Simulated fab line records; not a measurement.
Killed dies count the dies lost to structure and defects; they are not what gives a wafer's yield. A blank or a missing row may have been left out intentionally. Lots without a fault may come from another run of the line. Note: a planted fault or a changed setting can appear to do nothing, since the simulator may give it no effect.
fab line records	flow sky130
record: lots: 11	wafers: 33	last-day: 50
route steps=708 shown SONOS_ONO@182 POLY_GATE@213 RES_PROTECT@214 PAD_OPEN@708
lots that met no fault: taken from a fault-free run of the same line
start-h: the number of hours between the record's first day and the start of the first shown wafer of the lot	wait-h: hours elapsed since this lot's preceding step	" repeats the value in the row above	L1.1+2: several wafers, shown together as one row	- no value, or no start given	* or withheld: withheld	< > ~ a bound
route shown NAME@n: names a module that has steps shown in the file, with the first one's number in the route	usual: mean/standard deviation taken from wafers without a fault	same: alike in all rows	chamber/n: place in a boat	sites: each site's reading	_std_site: standard deviation across them	_edge_site: outer sites' mean less inner sites'	radius-mm: how far each site lies from the wafer's centre	mask NAME#n: copy n	behind: the tool/chamber that last shaped the wafer	hold: the reason the lot was held/the length of the hold in hours/how it ended	device: transistor that didn't switch, given as n, p or np	end of line: the route-end tests of the same wafers	step lacking rows: just its recipe	killed: count of dies lost to structure and defects at first sort (not the wafer's yield)	map: per-die view of a wafer (x killed, . not killed, _ where there is no die)
set.NAME: setting as actually run; set.NAME@STEP: the setting as run at that earlier step	model.NAME: the simulator's own value behind a step, which no gauge read
one table for each step of the route and one row for each wafer, over a sample of lots
services: the hour from which a tool's chamber was out of use, counted from the record's first day as start-h (under 0 if before that day), plus the number of hours and why
== steps ==
step: SKY_SONOS_ONO_OVL_MEAS_14
usual: SONOS_ONO_OVL: -1.0/1.3
lot.wafer	tool	chamber	start-h	wait-h	SONOS_ONO_OVL[nm]
L791.2	overlay-02	-	287.38	0.1	0.2
L791.3	"	-	"	"	-0.7
L791.6	"	-	"	"	1.1
L793.3	overlay-01	-	298.05	0.1	-2.6
L793.4	"	-	"	"	-4.0
L793.5	"	-	"	"	-2.2
L798.1	overlay-02	-	343.92	0.1	-0.4
L798.3	"	-	"	"	-0.3
L798.6	"	-	"	"	2.3
L800.2	overlay-01	-	353.95	0.1	-2.0
L800.3	"	-	"	"	-3.0
L800.5	"	-	"	"	-2.3
L806.1	overlay-01	-	424.88	0.1	-1.3
L806.2	"	-	"	"	-0.6
L806.3	"	-	"	"	-1.2
L807.1	overlay-02	-	432.27	0.1	-1.6
L807.2	"	-	"	"	-1.0
L807.5	"	-	"	"	-2.6
L808.4	overlay-01	-	432.59	0.1	-1.9
L808.5	"	-	"	"	-1.8
L808.6	"	-	"	"	-1.6
L809.2	overlay-01	-	443.73	0.1	0.5
L809.5	"	-	"	"	-2.4
L809.6	"	-	"	"	-1.8
L810.1	overlay-01	-	443.88	0.1	-4.3
L810.4	"	-	"	"	-3.2
L810.5	"	-	"	"	-3.7
L812.4	overlay-01	-	460.44	0.1	-1.0
L812.5	"	-	"	"	-2.9
L812.6	"	-	"	"	-1.2
L813.2	overlay-01	-	468.73	0.1	-1.6
L813.3	"	-	"	"	-1.9
L813.4	"	-	"	"	0.0
step: SKY_POLY_GATE_IMPLANT_02
recipe: species: P	energy-kev: 30	dose-cm2: 7.7e+15	tilt-deg: 0
usual: beam-on-s: 36.5/2.5	dose-ions-cm2: 7.7e+15/8.4e+12
lot.wafer	tool	chamber	start-h	wait-h	beam-on-s	dose-ions-cm2
L791.2	implanter-01	0	344.60	0.1	38.6	7.691e+15
L791.3	"	0	"	"	37.1	7.697e+15
L791.6	"	0	"	"	39.3	7.697e+15
L793.3	implanter-04	0	361.11	0.1	37.7	7.698e+15
L793.4	"	0	"	"	37.5	7.696e+15
L793.5	"	0	"	"	38.8	7.697e+15
L798.1	implanter-02	0	405.71	0.1	60.9	1.4131e+16
L798.3	"	0	"	"	61.6	1.4126e+16
L798.6	"	0	"	"	60.8	1.4127e+16
L800.2	implanter-02	0	416.43	0.1	63.1	1.4132e+16
L800.3	"	0	"	"	60.4	1.4134e+16
L800.5	"	0	"	"	62.2	1.4128e+16
L806.1	implanter-02	0	492.05	0.1	31.8	7.699e+15
L806.2	"	0	"	"	33.7	7.703e+15
L806.3	"	0	"	"	33.2	7.701e+15
L807.1	implanter-02	0	510.17	0.1	33.2	7.699e+15
L807.2	"	0	"	"	33.6	7.697e+15
L807.5	"	0	"	"	34.4	7.711e+15
L808.4	implanter-04	0	510.55	0.1	39.0	7.694e+15
L808.5	"	0	"	"	37.9	7.693e+15
L808.6	"	0	"	"	38.5	7.694e+15
L809.2	implanter-01	0	510.80	0.1	40.4	7.69e+15
L809.5	"	0	"	"	38.4	7.696e+15
L809.6	"	0	"	"	39.8	7.693e+15
L810.1	implanter-02	0	511.07	0.1	34.7	7.712e+15
L810.4	"	0	"	"	34.3	7.693e+15
L810.5	"	0	"	"	33.7	7.693e+15
L812.4	implanter-02	0	524.43	0.1	33.4	7.688e+15
L812.5	"	0	"	"	33.8	7.712e+15
L812.6	"	0	"	"	32.6	7.71e+15
L813.2	implanter-01	0	533.84	0.1	38.0	7.69e+15
L813.3	"	0	"	"	38.3	7.7e+15
L813.4	"	0	"	"	38.5	7.67e+15
step: SKY_RES_PROTECT_STRIP_07
recipe: chemistry: O2/N2	power-w: 1400	pressure-mtorr: 1500	platen-temp-c: withheld	o2-flow-sccm: 3000	n2-flow-sccm: 300	overash-fraction: 0.5
usual: drypump-motor-current-A: 5.7/0.43	oes-product-au: 0.517/0.0047	strip-time-to-endpoint-s: 23.29/0.035
lot.wafer	tool	chamber	start-h	wait-h	drypump-motor-current-A	oes-product-au	rf-hours-counter-h	strip-time-to-endpoint-s
L791.2	plasma-asher-03	1	344.72	0.1	6.2	0.527	51	23.30
L791.3	"	1	"	"	6.2	0.518	-	23.29
L791.6	"	1	"	"	6.2	0.511	-	23.27
L793.3	plasma-asher-01	0	361.25	0.1	5.3	0.519	-	23.32
L793.4	"	1	"	"	5.5	0.526	-	23.31
L793.5	"	0	"	"	5.3	0.523	-	23.32
L798.1	plasma-asher-01	1	405.86	0.1	5.5	0.496	74	25.10
L798.3	"	1	"	"	5.5	0.495	-	25.07
L798.6	"	1	"	"	5.5	0.497	-	25.10
L800.2	plasma-asher-02	1	416.55	0.1	6.2	0.500	30	25.01
L800.3	"	0	"	"	5.2	0.502	-	25.04
L800.5	"	0	"	"	5.2	0.499	-	25.02
L806.1	plasma-asher-01	1	492.20	0.1	5.5	0.532	83	23.31
L806.2	"	0	"	"	5.3	0.519	83	23.23
L806.3	"	1	"	"	5.5	0.515	-	23.34
L807.1	plasma-asher-01	0	510.32	0.1	5.3	0.506	85	23.30
L807.2	"	1	"	"	5.5	0.513	85	23.33
L807.5	"	1	"	"	5.5	0.515	-	23.30
L808.4	plasma-asher-03	1	510.65	0.1	6.2	0.521	-	23.29
L808.5	"	1	"	"	6.2	0.522	-	23.27
L808.6	"	0	"	"	6.2	0.516	-	23.34
L809.2	plasma-asher-02	1	510.92	0.1	6.2	0.522	40	23.29
L809.5	"	0	"	"	5.1	0.526	-	23.33
L809.6	"	1	"	"	6.2	0.521	-	23.31
L810.1	plasma-asher-01	1	511.22	0.1	5.5	0.521	85	23.29
L810.4	"	1	"	"	5.5	0.520	-	23.30
L810.5	"	0	"	"	5.3	0.522	-	23.33
L812.4	plasma-asher-01	0	524.53	0.1	5.3	0.515	-	23.28
L812.5	"	1	"	"	5.5	0.518	-	23.32
L812.6	"	0	"	"	5.3	0.515	-	23.31
L813.2	plasma-asher-01	0	533.96	0.1	5.3	0.522	87	23.31
L813.3	"	1	"	"	5.5	0.511	-	23.36
L813.4	"	0	"	"	5.3	0.521	-	23.31
step: SKY_RES_PROTECT_TW_MEAS_08
usual: POLY_GATE_TW: 4089/31
lot.wafer	tool	chamber	start-h	wait-h	POLY_GATE_TW
L791.2	film-metro-03	-	344.83	0.1	4125
L791.3	"	-	"	"	4126
L791.6	"	-	"	"	4120
L793.3	film-metro-02	-	361.33	0.1	4060
L793.4	"	-	"	"	4059
L793.5	"	-	"	"	4078
L798.1	film-metro-02	-	405.96	0.1	4190
L798.3	"	-	"	"	4203
L798.6	"	-	"	"	4223
L800.2	film-metro-01	-	416.66	0.1	4180
L800.3	"	-	"	"	4192
L800.5	"	-	"	"	4177
L806.1	film-metro-01	-	492.30	0.1	4080
L806.2	"	-	"	"	4067
L806.3	"	-	"	"	4074
L807.1	film-metro-03	-	510.42	0.1	4133
L807.2	"	-	"	"	4136
L807.5	"	-	"	"	4113
L808.4	film-metro-03	-	510.75	0.1	4119
L808.5	"	-	"	"	4118
L808.6	"	-	"	"	4140
L809.2	film-metro-03	-	511.03	0.1	4086
L809.5	"	-	"	"	4078
L809.6	"	-	"	"	4095
L810.1	film-metro-01	-	511.32	0.1	4037
L810.4	"	-	"	"	4061
L810.5	"	-	"	"	4059
L812.4	film-metro-01	-	524.63	0.1	4051
L812.5	"	-	"	"	4057
L812.6	"	-	"	"	4059
L813.2	film-metro-03	-	534.07	0.1	4081
L813.3	"	-	"	"	4104
L813.4	"	-	"	"	4125
step: SKY_POLY_GATE_ETCH_16
recipe: stop-on: poly-Si	chemistry: CH3F/O2	target: Si3N4	source-w: 400	bias-w: 80	pressure-mtorr: 25	ch3f-flow-sccm: 40	O2_flow_sccm: 30	time-s: 147.5	target-depth-a: 750
usual: drypump-motor-current-A: 5.4/0.37	oes-product-au: 0.640/0.0047	throttle-valve-pct: 10.536/0.0093
same: time-s: 147.5
lot.wafer	tool	chamber	start-h	wait-h	drypump-motor-current-A	oes-product-au	rf-hours-counter-h	throttle-valve-pct
L791.2	rie-diel-02	1	376.71	0.0	5.8	0.633	51	10.542
L791.3	"	3	"	"	5.8	0.642	6	10.552
L791.6	"	2	"	"	5.3	0.635	-	10.522
L793.3	rie-diel-03	0	395.24	0.0	5.4	0.655	2	10.553
L793.4	"	1	"	"	5.4	0.644	-	10.525
L793.5	"	3	"	"	5.0	0.644	-	10.533
L798.1	rie-diel-04	1	443.44	0.0	5.9	0.638	3	10.536
L798.3	"	0	"	"	5.0	0.634	8	10.544
L798.6	"	3	"	"	6.1	0.642	-	10.539
L800.2	rie-diel-03	1	450.54	0.0	5.3	0.636	0	10.533
L800.3	"	0	"	"	5.5	0.645	4	10.527
L800.5	"	2	"	"	5.3	0.641	-	10.525
L806.1	rie-diel-03	2	542.74	0.0	5.3	0.636	8	10.527
L806.2	"	1	"	"	5.4	0.636	2	10.529
L806.3	"	3	"	"	4.9	0.642	67	10.537
L808.4	rie-diel-04	3	543.09	0.0	6.1	0.645	2	10.525
L808.5	"	2	"	"	5.1	0.635	-	10.529
L808.6	"	3	"	"	6.1	0.644	-	10.535
L807.1	rie-diel-02	0	543.14	0.0	5.1	0.637	70	10.535
L807.2	"	2	"	"	5.2	0.645	8	10.531
L807.5	"	2	"	"	5.2	0.642	-	10.529
L809.2	rie-diel-03	0	543.81	0.0	5.4	0.634	6	10.529
L809.5	"	1	"	"	5.3	0.641	-	10.541
L809.6	"	2	"	"	5.3	0.646	-	10.534
L810.1	rie-diel-04	1	544.16	0.0	6.0	0.634	6	10.536
L810.4	"	3	"	"	6.1	0.642	2	10.547
L810.5	"	0	"	"	5.0	0.643	-	10.549
L812.4	rie-diel-04	0	558.91	0.0	5.0	0.644	-	10.531
L812.5	"	2	"	"	5.1	0.638	-	10.532
L812.6	"	3	"	"	6.1	0.628	-	10.524
L813.2	rie-diel-02	1	566.86	0.0	5.8	0.640	55	10.538
L813.3	"	0	"	"	5.1	0.644	71	10.541
L813.4	"	0	"	"	5.1	0.635	-	10.553
step: SKY_POLY_GATE_STRIP_18
recipe: chemistry: O2/N2	power-w: 1400	pressure-mtorr: 1500	platen-temp-c: withheld	o2-flow-sccm: 3000	n2-flow-sccm: 300	overash-fraction: 0.5
usual: drypump-motor-current-A: 5.8/0.39	oes-product-au: 0.360/0.0046	strip-time-to-endpoint-s: 3.16/0.043
lot.wafer	tool	chamber	start-h	wait-h	drypump-motor-current-A	oes-product-au	rf-hours-counter-h	strip-time-to-endpoint-s
L791.2	plasma-asher-02	1	376.86	0.0	6.2	0.364	26	3.23
L791.3	"	1	"	"	6.2	0.360	-	3.19
L791.6	"	1	"	"	6.2	0.359	-	3.17
L793.3	plasma-asher-02	1	395.43	0.1	6.2	0.359	-	3.15
L793.4	"	0	"	"	5.1	0.360	-	3.21
L793.5	"	0	"	"	5.1	0.361	-	3.15
L798.1	plasma-asher-02	1	443.62	0.1	6.2	0.362	33	3.15
L798.3	"	1	"	"	6.2	0.359	-	3.10
L798.6	"	1	"	"	6.2	0.353	-	3.08
L800.2	plasma-asher-02	1	450.69	0.0	6.2	0.356	34	3.19
L800.3	"	0	"	"	5.1	0.361	-	3.12
L800.5	"	1	"	"	6.2	0.367	-	3.15
L806.1	plasma-asher-04	0	542.89	0.0	5.7	0.359	11	3.20
L806.2	"	1	"	"	6.0	0.361	11	3.20
L806.3	"	1	"	"	6.0	0.364	-	3.13
L808.4	plasma-asher-03	1	543.28	0.1	6.2	0.356	-	3.11
L808.5	"	0	"	"	6.2	0.355	-	3.09
L808.6	"	1	"	"	6.2	0.359	-	3.13
L807.1	plasma-asher-02	0	543.29	0.0	5.2	0.360	43	3.15
L807.2	"	1	"	"	6.2	0.359	43	3.16
L807.5	"	1	"	"	6.2	0.361	-	3.16
L809.2	plasma-asher-04	1	543.96	0.0	6.0	0.356	11	3.12
L809.5	"	0	"	"	5.7	0.372	-	3.23
L809.6	"	1	"	"	6.0	0.353	-	3.18
L810.1	plasma-asher-04	1	544.31	0.0	6.0	0.358	11	3.17
L810.4	"	1	"	"	6.0	0.354	-	3.09
L810.5	"	0	"	"	5.7	0.353	-	3.06
L812.4	plasma-asher-03	0	559.05	0.1	6.2	0.364	-	3.18
L812.5	"	0	"	"	6.2	0.357	-	3.12
L812.6	"	1	"	"	6.2	0.369	-	3.17
L813.2	plasma-asher-04	1	567.01	0.0	6.0	0.352	13	3.22
L813.3	"	1	"	"	6.0	0.363	-	3.12
L813.4	"	0	"	"	5.8	0.352	-	3.15
step: SKY_PAD_OPEN_PROBE_99
usual: killed_at_M0_to_M3: 44/6.4	killed_at_M4_up: 3.0/1.8	killed-at-contacts: 24/5	killed-at-front-end: 16/4.3	killed-at-other: 0.4/0.76	killed-dies: 88/8.6	killed-open: 47/7.2	killed-short: 40/5.5
same: gross-dies: 492	killed-at-back-side: 0
lot.wafer	tool	chamber	start-h	wait-h	killed_at_M0_to_M3	killed_at_M4_up	killed-at-contacts	killed-at-front-end	killed-at-other	killed-dies	killed-open	killed-short
L791.2	prober-02	-	1077.97	0.1	49	3	27	19	0	98	53	44
L791.3	prober-02	-	1078.02	0.2	49	0	26	12	0	87	53	34
L791.6	prober-02	-	1078.17	0.2	42	3	29	16	1	91	56	35
L793.3	prober-02	-	1091.58	0.2	52	1	28	14	0	95	50	44
L793.4	prober-02	-	1091.63	0.2	46	4	23	18	0	91	42	49
L793.5	prober-02	-	1091.68	0.2	37	0	20	14	1	72	37	34
L798.1	prober-01	-	1122.88	0.1	34	2	14	24	0	74	40	34
L798.3	prober-01	-	1122.98	0.2	45	4	22	20	0	91	48	43
L798.6	prober-01	-	1123.13	0.2	44	2	23	19	0	88	43	45
L800.2	prober-01	-	1126.75	0.1	47	5	29	5	0	86	44	42
L800.3	prober-01	-	1126.80	0.2	46	2	38	16	0	102	64	38
L800.5	prober-01	-	1126.90	0.2	48	6	34	13	0	101	58	43
L806.1	prober-01	-	1180.06	0.1	44	2	17	16	0	79	48	31
L806.2	prober-01	-	1180.11	0.1	31	3	19	9	1	63	32	30
L806.3	prober-01	-	1180.16	0.2	42	3	26	20	1	92	50	40
L808.4	prober-02	-	1180.32	0.2	51	0	25	13	0	89	48	41
L808.5	prober-02	-	1180.37	0.2	51	6	30	15	0	102	59	43
L808.6	prober-02	-	1180.42	0.2	37	2	28	18	0	85	50	35
L807.1	prober-01	-	1181.56	0.1	46	0	28	20	2	96	47	47
L807.2	prober-01	-	1181.61	0.1	34	1	24	22	2	83	46	35
L807.5	prober-01	-	1181.76	0.2	30	4	25	25	0	84	43	41
L809.2	prober-02	-	1182.48	0.1	51	1	21	10	0	83	46	37
L809.5	prober-02	-	1182.63	0.2	49	4	17	17	1	88	47	39
L809.6	prober-02	-	1182.68	0.2	48	4	18	15	0	85	50	34
L810.1	prober-01	-	1183.46	0.1	45	3	20	13	0	81	42	39
L810.4	prober-01	-	1183.61	0.2	39	3	24	14	0	80	38	42
L810.5	prober-01	-	1183.66	0.2	55	2	23	16	0	96	46	50
L812.4	prober-01	-	1192.02	0.2	34	3	36	17	2	92	50	39
L812.5	prober-01	-	1192.07	0.2	43	6	16	11	0	76	38	36
L812.6	prober-01	-	1192.12	0.2	53	0	28	18	0	99	47	50
L813.2	prober-02	-	1195.49	0.1	49	2	27	25	0	103	68	35
L813.3	prober-02	-	1195.54	0.2	42	3	20	19	0	84	41	43
L813.4	prober-02	-	1195.59	0.2	59	2	32	12	1	106	57	49
killed by level:class
L791.2 CONTACT:geometric-particle:open=12 VIA1:geometric-particle:open=12 FIELD_ISO:geometric-particle:short=7 VIA2:geometric-particle:short=6 VIA3:geometric-particle:open=6 POLY_GATE:geometric-particle:open=5 METAL1:geometric-particle:open=5 LI_CONTACT:geometric-particle:open=4
L791.3 VIA1:geometric-particle:open=11 CONTACT:geometric-particle:open=9 METAL1:geometric-particle:short=8 VIA3:geometric-particle:open=8 LI_CONTACT:geometric-particle:open=7 VIA2:geometric-particle:open=7 CONTACT:geometric-particle:short=5 FIELD_ISO:geometric-particle:short=4
L791.6 VIA2:geometric-particle:open=12 LI_CONTACT:geometric-particle:open=11 CONTACT:geometric-particle:open=8 VIA1:geometric-particle:open=7 CONTACT:geometric-particle:short=7 VIA3:geometric-particle:open=6 POLY_GATE:geometric-particle:open=5 FIELD_ISO:geometric-particle:open=4
L793.3 VIA1:geometric-particle:open=10 CONTACT:geometric-particle:open=9 VIA3:geometric-particle:short=8 POLY_GATE:geometric-particle:open=7 VIA3:geometric-particle:open=7 LI_CONTACT:geometric-particle:open=6 METAL3:geometric-particle:short=6 CONTACT:geometric-particle:short=5
L793.4 CONTACT:geometric-particle:open=12 VIA1:geometric-particle:open=7 VIA2:geometric-particle:open=7 POLY_GATE:geometric-particle:short=6 METAL1:geometric-particle:short=6 VIA1:geometric-particle:short=6 VIA3:geometric-particle:short=6 VIA3:geometric-particle:open=5
L793.5 VIA1:geometric-particle:open=9 VIA1:geometric-particle:short=8 CONTACT:geometric-particle:open=7 LI_CONTACT:geometric-particle:open=6 POLY_GATE:geometric-particle:short=5 VIA3:geometric-particle:short=5 POLY_GATE:geometric-particle:open=4 VIA2:geometric-particle:open=4
L798.1 VIA1:geometric-particle:open=12 FIELD_ISO:geometric-particle:short=7 CONTACT:geometric-particle:open=7 FIELD_ISO:geometric-particle:open=5 METAL1:geometric-particle:short=5 CONTACT:geometric-particle:short=4 VIA3:geometric-particle:open=4 POLY_GATE:geometric-particle:short=3
L798.3 VIA1:geometric-particle:open=11 CONTACT:geometric-particle:open=9 VIA3:geometric-particle:open=7 VIA1:geometric-particle:short=6 VIA2:geometric-particle:open=6 FIELD_ISO:geometric-particle:open=4 FIELD_ISO:geometric-particle:short=4 POLY_GATE:geometric-particle:open=4
L798.6 VIA1:geometric-particle:open=13 LOCAL_INTERCONNECT:geometric-particle:short=7 METAL3:geometric-particle:short=7 VIA2:geometric-particle:open=6 METAL2:geometric-particle:short=6 FIELD_ISO:geometric-particle:short=5 POLY_GATE:geometric-particle:open=5 CONTACT:geometric-particle:short=5
L800.2 VIA1:geometric-particle:open=12 CONTACT:geometric-particle:open=11 METAL2:geometric-particle:short=9 CONTACT:geometric-particle:short=7 LI_CONTACT:geometric-particle:open=6 VIA3:geometric-particle:open=6 METAL4:geometric-particle:short=5 METAL3:geometric-particle:short=5
L800.3 CONTACT:geometric-particle:open=17 VIA1:geometric-particle:open=13 LI_CONTACT:geometric-particle:open=10 METAL1:geometric-particle:short=7 VIA2:geometric-particle:open=6 FIELD_ISO:geometric-particle:short=5 CONTACT:geometric-particle:short=5 LOCAL_INTERCONNECT:geometric-particle:short=4
L800.5 CONTACT:geometric-particle:open=13 VIA1:geometric-particle:open=13 LI_CONTACT:geometric-particle:open=8 METAL3:geometric-particle:short=6 FIELD_ISO:geometric-particle:open=5 LOCAL_INTERCONNECT:geometric-particle:short=5 VIA3:geometric-particle:open=5 VIA1:geometric-particle:short=5
L806.1 VIA1:geometric-particle:open=12 LI_CONTACT:geometric-particle:open=7 VIA2:geometric-particle:open=7 CONTACT:geometric-particle:open=6 FIELD_ISO:geometric-particle:open=5 POLY_GATE:geometric-particle:short=4 VIA3:geometric-particle:open=4 VIA1:geometric-particle:short=4
L806.2 CONTACT:geometric-particle:open=11 VIA1:geometric-particle:open=6 METAL1:geometric-particle:short=5 VIA3:geometric-particle:open=5 FIELD_ISO:geometric-particle:short=4 CONTACT:geometric-particle:short=4 VIA2:geometric-particle:short=4 VIA1:geometric-particle:short=4
L806.3 VIA2:geometric-particle:open=9 LI_CONTACT:geometric-particle:open=9 CONTACT:geometric-particle:open=8 VIA3:geometric-particle:open=7 VIA1:geometric-particle:open=6 POLY_GATE:geometric-particle:short=5 SPACER:geometric-particle:short=5 METAL1:geometric-particle:short=5
L808.4 CONTACT:geometric-particle:open=11 METAL2:geometric-particle:short=9 VIA3:geometric-particle:open=8 VIA1:geometric-particle:open=6 VIA1:geometric-particle:short=6 VIA2:geometric-particle:short=6 VIA2:geometric-particle:open=5 LI_CONTACT:geometric-particle:open=5
L808.5 CONTACT:geometric-particle:open=12 VIA1:geometric-particle:open=11 LI_CONTACT:geometric-particle:open=10 VIA1:geometric-particle:short=9 METAL1:geometric-particle:short=8 VIA2:geometric-particle:open=6 METAL2:geometric-particle:short=5 VIA3:geometric-particle:open=5
L808.6 CONTACT:geometric-particle:open=9 VIA2:geometric-particle:open=9 LI_CONTACT:geometric-particle:open=8 FIELD_ISO:geometric-particle:open=7 METAL2:geometric-particle:short=6 LOCAL_INTERCONNECT:geometric-particle:short=6 VIA1:geometric-particle:open=6 CONTACT:geometric-particle:short=5
L807.1 CONTACT:geometric-particle:open=11 METAL2:geometric-particle:short=10 LI_CONTACT:geometric-particle:open=8 VIA1:geometric-particle:open=8 METAL1:geometric-particle:short=5 VIA1:geometric-particle:short=5 VIA2:geometric-particle:short=5 SPACER:geometric-particle:short=4
L807.2 CONTACT:geometric-particle:open=9 FIELD_ISO:geometric-particle:open=7 VIA3:geometric-particle:open=7 LI_CONTACT:geometric-particle:open=6 METAL1:geometric-particle:short=6 VIA2:geometric-particle:open=6 POLY_GATE:geometric-particle:short=5 METAL2:geometric-particle:short=5
L807.5 VIA1:geometric-particle:open=8 FIELD_ISO:geometric-particle:short=7 CONTACT:geometric-particle:short=7 CONTACT:geometric-particle:open=6 FIELD_ISO:geometric-particle:open=5 POLY_GATE:geometric-particle:open=5 VIA2:geometric-particle:open=5 POLY_GATE:geometric-particle:short=4
L809.2 VIA1:geometric-particle:open=14 CONTACT:geometric-particle:open=8 VIA1:geometric-particle:short=7 LI_CONTACT:geometric-particle:open=6 VIA2:geometric-particle:open=6 VIA3:geometric-particle:open=5 LOCAL_INTERCONNECT:geometric-particle:short=4 VIA3:geometric-particle:short=4
L809.5 VIA2:geometric-particle:open=9 METAL1:geometric-particle:short=8 VIA1:geometric-particle:open=8 VIA2:geometric-particle:short=7 VIA3:geometric-particle:open=7 FIELD_ISO:geometric-particle:open=6 LI_CONTACT:geometric-particle:open=6 CONTACT:geometric-particle:open=6
L809.6 VIA1:geometric-particle:open=15 CONTACT:geometric-particle:open=11 FIELD_ISO:geometric-particle:open=8 METAL1:geometric-particle:short=7 VIA3:geometric-particle:open=5 VIA1:geometric-particle:short=4 METAL2:geometric-particle:short=4 VIA2:geometric-particle:short=4
L810.1 VIA1:geometric-particle:open=9 VIA2:geometric-particle:open=7 VIA1:geometric-particle:short=7 LI_CONTACT:geometric-particle:open=6 VIA3:geometric-particle:open=6 CONTACT:geometric-particle:open=5 CONTACT:geometric-particle:short=4 VIA2:geometric-particle:short=4
L810.4 VIA1:geometric-particle:open=11 CONTACT:geometric-particle:open=7 VIA1:geometric-particle:short=7 FIELD_ISO:geometric-particle:short=6 LOCAL_INTERCONNECT:geometric-particle:short=6 METAL1:geometric-particle:short=6 VIA3:geometric-particle:open=5 LI_CONTACT:geometric-particle:open=4
L810.5 VIA1:geometric-particle:open=16 VIA1:geometric-particle:short=9 CONTACT:geometric-particle:open=8 METAL2:geometric-particle:short=7 POLY_GATE:geometric-particle:short=6 LOCAL_INTERCONNECT:geometric-particle:short=6 VIA3:geometric-particle:short=6 VIA2:geometric-particle:open=5
L812.4 LI_CONTACT:geometric-particle:open=13 CONTACT:geometric-particle:open=10 VIA1:geometric-particle:open=8 LI_CONTACT:geometric-particle:short=5 METAL2:geometric-particle:short=5 VIA2:geometric-particle:short=5 FIELD_ISO:geometric-particle:short=4 SPACER:geometric-particle:open=4
L812.5 METAL2:geometric-particle:short=9 VIA1:geometric-particle:open=8 LI_CONTACT:geometric-particle:open=6 VIA2:geometric-particle:open=6 VIA3:geometric-particle:open=5 METAL4:geometric-particle:short=5 METAL1:geometric-particle:short=5 VIA1:geometric-particle:short=4
L812.6 VIA1:geometric-particle:open=10 CONTACT:geometric-particle:open=8 VIA3:geometric-particle:open=7 LI_CONTACT:geometric-particle:open=6 METAL1:geometric-particle:short=6 METAL2:geometric-particle:short=6 FIELD_ISO:geometric-particle:short=5 LI_CONTACT:geometric-particle:short=5
L813.2 CONTACT:geometric-particle:open=14 VIA1:geometric-particle:open=12 VIA2:geometric-particle:open=10 FIELD_ISO:geometric-particle:short=8 VIA3:geometric-particle:open=7 LI_CONTACT:geometric-particle:open=6 METAL1:geometric-particle:short=6 FIELD_ISO:geometric-particle:open=5
L813.3 VIA1:geometric-particle:open=9 LI_CONTACT:geometric-particle:open=7 FIELD_ISO:geometric-particle:open=6 FIELD_ISO:geometric-particle:short=5 VIA3:geometric-particle:short=5 METAL1:geometric-particle:short=5 VIA2:geometric-particle:short=5 VIA2:geometric-particle:open=5
L813.4 VIA2:geometric-particle:open=13 CONTACT:geometric-particle:open=12 VIA3:geometric-particle:open=10 LI_CONTACT:geometric-particle:open=8 CONTACT:geometric-particle:short=6 METAL2:geometric-particle:short=6 METAL3:geometric-particle:short=6 VIA1:geometric-particle:open=5
== services ==
tool	chamber	start-h	hours	kind
rie-diel-03	1	323.46	2.1	repair
plasma-asher-02	-	328.95	5.1	repair
plasma-asher-02	-	343.80	2.8	pm
rie-diel-02	-	346.84	0.1	repair
implanter-01	-	354.64	6.5	pm
implanter-02	-	378.81	3.5	repair
implanter-02	-	379.05	2.3	repair
plasma-asher-01	-	380.61	15.6	pm
rie-diel-03	2	388.27	30.1	repair
rie-diel-04	-	399.52	14.6	pm
implanter-02	-	399.87	3.8	pm
plasma-asher-03	-	414.37	14.3	repair
plasma-asher-04	-	421.25	9.0	pm
implanter-02	-	444.02	4.9	pm
rie-diel-03	1	456.15	3.7	repair
implanter-02	-	456.54	6.3	repair
rie-diel-04	0	465.60	9.9	repair
plasma-asher-02	-	470.61	3.7	repair
rie-diel-03	1	485.35	5.7	repair
rie-diel-03	1	499.73	6.8	repair
plasma-asher-04	-	513.86	2.8	repair
rie-diel-03	0	531.64	2.4	repair
rie-diel-04	1	556.58	2.7	repair
plasma-asher-03	-	565.38	2.8	pm
== key ==
first-sign: step: SKY_POLY_GATE_IMPLANT_02	reading: dose-ions-cm2	direction: up	sigmas: 99+	usual: *	struck: *
effect: step: SKY_POLY_GATE_IMPLANT_02	reading: beam-on-s	direction: up	sigmas: 9.9	usual: 36.5	struck: 61.5
effect: step: SKY_RES_PROTECT_STRIP_07	reading: strip-time-to-endpoint-s	direction: up	sigmas: 51	usual: *	struck: *
effect: step: SKY_RES_PROTECT_TW_MEAS_08	reading: POLY_GATE_TW	direction: up	sigmas: 3.5	usual: 4089	struck: 4194
met-at SKY_POLY_GATE_IMPLANT_02
struck-lots L798,L800
tester-left-out L798,L800
not-acting-at SKY_SONOS_ONO_OVL_MEAS_14,SKY_POLY_GATE_ETCH_16,SKY_POLY_GATE_STRIP_18
fault: kind: process-parameter-drift	tool: implanter-02	chamber: -	onset-h: 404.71	steps: SKY_POLY_GATE_IMPLANT_02	channel: dose-cm2	offset: *	shape: step	end-h: 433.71	acts-in: *	stated: *
tester-left-out: of these lots the tester's yield and bins aren't shown, on N5 and GAA mostly nor the transistor test; their killed dies are dies lost to structure and defects alone, not to doping, threshold or leakage, so they don't give the yield
